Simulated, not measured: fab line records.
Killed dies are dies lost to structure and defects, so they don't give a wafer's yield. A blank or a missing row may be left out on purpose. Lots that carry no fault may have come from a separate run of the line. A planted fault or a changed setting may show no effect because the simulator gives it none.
What tool caused it?	flow gf180mcu	Sampling: 10 lots, 30 wafers, 5 of 602 route steps

== WHAT THE GAUGES SHOWED, per wafer ==
GF_V5_RS_MEAS_24: a four-point-probe measurement.
lot	measured	on	V5_W_RS (ohm/sq)
L106	day 27 19:47	film metro-01	0.330 0.328 0.329
L108	day 28 12:23	film metro-01	0.330 0.327 0.331
L109	day 28 21:28	film metro-04	0.496 0.488 0.328
L110	day 29 12:55	film metro-04	0.500 0.331 0.330
L111	day 29 14:40	film metro-02	0.491 0.484 0.328
L121	day 32 01:47	film metro-04	0.333 0.332 0.336
L122	day 32 06:22	film metro-04	0.335 0.331 0.335
L123	day 32 18:38	film metro-01	0.332 0.327 0.335
L124	day 32 20:41	film metro-02	0.336 0.333 0.339
L125	day 32 22:59	film metro-02	0.330 0.327 0.333

GF_V5_THK_MEAS_25: measures by xrf.
lot	measured	on	V5_W_THK (nm)
L106	day 27 19:53	film metro-01	348 352 348
L108	day 28 12:31	film metro-01	351 357 349
L109	day 28 21:34	film metro-04	228 232 342
L110	day 29 13:02	film metro-04	226 338 337
L111	day 29 14:47	film metro-02	232 235 341
L121	day 32 01:54	film metro-04	337 337 334
L122	day 32 06:28	film metro-04	333 336 336
L123	day 32 18:44	film metro-01	347 352 346
L124	day 32 20:47	film metro-02	331 333 328
L125	day 32 23:05	film metro-02	335 338 334

== TOOL THAT RAN EACH LOT (tool first, then ch and the chambers of the sampled wafers, then the start) ==
lot	GF_MIM_SPUTTER_04	GF_M5_ETCH_09	GF_V5_CVD_23
L106	pvd sputter-02, day 25 03:15	rie diel-03 ch 1,3, day 26 21:07	cvd w-01 ch 0,1, day 27 19:40
L108	pvd sputter-04, day 25 20:37	rie diel-04 ch 0,1,2, day 27 15:07	cvd w-01 ch 0,1, day 28 12:17
L109	pvd sputter-04, day 26 05:57	rie diel-04 ch 0,1, day 27 23:58	cvd w-01 ch 0,1, day 28 21:20
L110	pvd sputter-03, day 26 22:46	rie diel-04 ch 0,3, day 28 15:22	cvd w-01 ch 0,1, day 29 12:49
L111	pvd sputter-04, day 26 23:04	rie diel-03 ch 0,2,3, day 28 16:12	cvd w-01 ch 0,1, day 29 14:33
L121	pvd sputter-02, day 29 17:14	rie diel-03 ch 1,2,3, day 31 06:27	cvd w-02 ch 0, day 32 01:33
L122	pvd sputter-04, day 29 21:25	rie diel-03 ch 0,2, day 31 10:28	cvd w-02 ch 0, day 32 06:10
L123	pvd sputter-03, day 30 11:41	rie diel-04 ch 1,2,3, day 31 23:55	cvd w-01 ch 0,1, day 32 18:30
L124	pvd sputter-02, day 30 13:47	rie diel-03 ch 0,1,2, day 32 01:43	cvd w-02 ch 0,1, day 32 20:33
L125	pvd sputter-03, day 30 16:55	rie diel-03 ch 0,2,3, day 32 04:00	cvd w-01 ch 0,1, day 32 22:51
- GF_MIM_SPUTTER_04: material TiN, target thk 50 nm, time 41.7 s.
- GF_M5_ETCH_09: etches Si3N4 in CF4/O2, target depth 52 nm, time 11.6 s.
- GF_V5_CVD_23: deposits W, target thk 350 nm, time 104.9 s.

== WHAT THE TOOLS THEMSELVES READ (means of the sampled wafers that have a number; where no wafer has one, the mark that the record gives instead) ==
GF_MIM_SPUTTER_04.
lot	tool	throttle valve pct (%)
L106	pvd sputter-02	30.8
L108	pvd sputter-04	31.9
L109	pvd sputter-04	31.0
L110	pvd sputter-03	31.3
L111	pvd sputter-04	30.7
L121	pvd sputter-02	30.2
L122	pvd sputter-04	30.7
L123	pvd sputter-03	30.7
L124	pvd sputter-02	30.2
L125	pvd sputter-03	30.8

GF_M5_ETCH_09.
lot	tool	drypump motor current A (A)	oes product au (a.u.)	throttle valve pct (%)
L106	rie diel-03	5.7	1.012	5.974
L108	rie diel-04	5.9	1.012	5.965
L109	rie diel-04	6.3	1.009	5.974
L110	rie diel-04	6.4	1.001	5.974
L111	rie diel-03	5.5	0.988	5.966
L121	rie diel-03	5.8	1.000	5.969
L122	rie diel-03	5.5	0.982	5.968
L123	rie diel-04	5.6	1.008	5.972
L124	rie diel-03	5.8	0.993	5.959
L125	rie diel-03	5.5	0.992	5.975

GF_V5_CVD_23.
lot	tool	heater power outer w (W)	heater power w (W)
L106	cvd w-01	600	906
L108	cvd w-01	591	899
L109	cvd w-01	640	953
L110	cvd w-01	597	902
L111	cvd w-01	600	895
L121	cvd w-02	711	986
L122	cvd w-02	707	959
L123	cvd w-01	611	900
L124	cvd w-02	596	917
L125	cvd w-01	594	895

== THE ANSWER, worked out from the rows above alone ==
Rule: the usual values come from the lots themselves. The widest of any qualifying gaps counts: lots, ordered by their means at a reading, are off when they make up no more than a third of the lots, leave a main group of 4 or more, and stand apart from it by 3 or more times the standard deviation of that group's means. Not used: any main group whose means are identical at the precision the tables above print for the reading. Also off: a lot with no number at a reading for which 4 or more lots have one. Any other lot the step has rows for is counted as sound. After the gauges, taken in route order, come the tools' own readings; for these a lot's mean is taken, as printed above. At the first step where some lot is off, the reading lying furthest off is the one used; lots without a number count as furthest.
Off: L109, L110, L111, seen at GF_V5_RS_MEAS_24 (V5_W_RS). For the main group the mean is 0.332 ohm/sq and the standard deviation 0.0024.
If a tool, at a process step before that reading, ran all the lots that are off and no sound lot after the first of them, it fits. Gauges at GF_V5_RS_MEAS_24: tried the same way as those tools. None of those tried fits.

== WHAT HAD BEEN PUT IN BY THE SIMULATOR ==
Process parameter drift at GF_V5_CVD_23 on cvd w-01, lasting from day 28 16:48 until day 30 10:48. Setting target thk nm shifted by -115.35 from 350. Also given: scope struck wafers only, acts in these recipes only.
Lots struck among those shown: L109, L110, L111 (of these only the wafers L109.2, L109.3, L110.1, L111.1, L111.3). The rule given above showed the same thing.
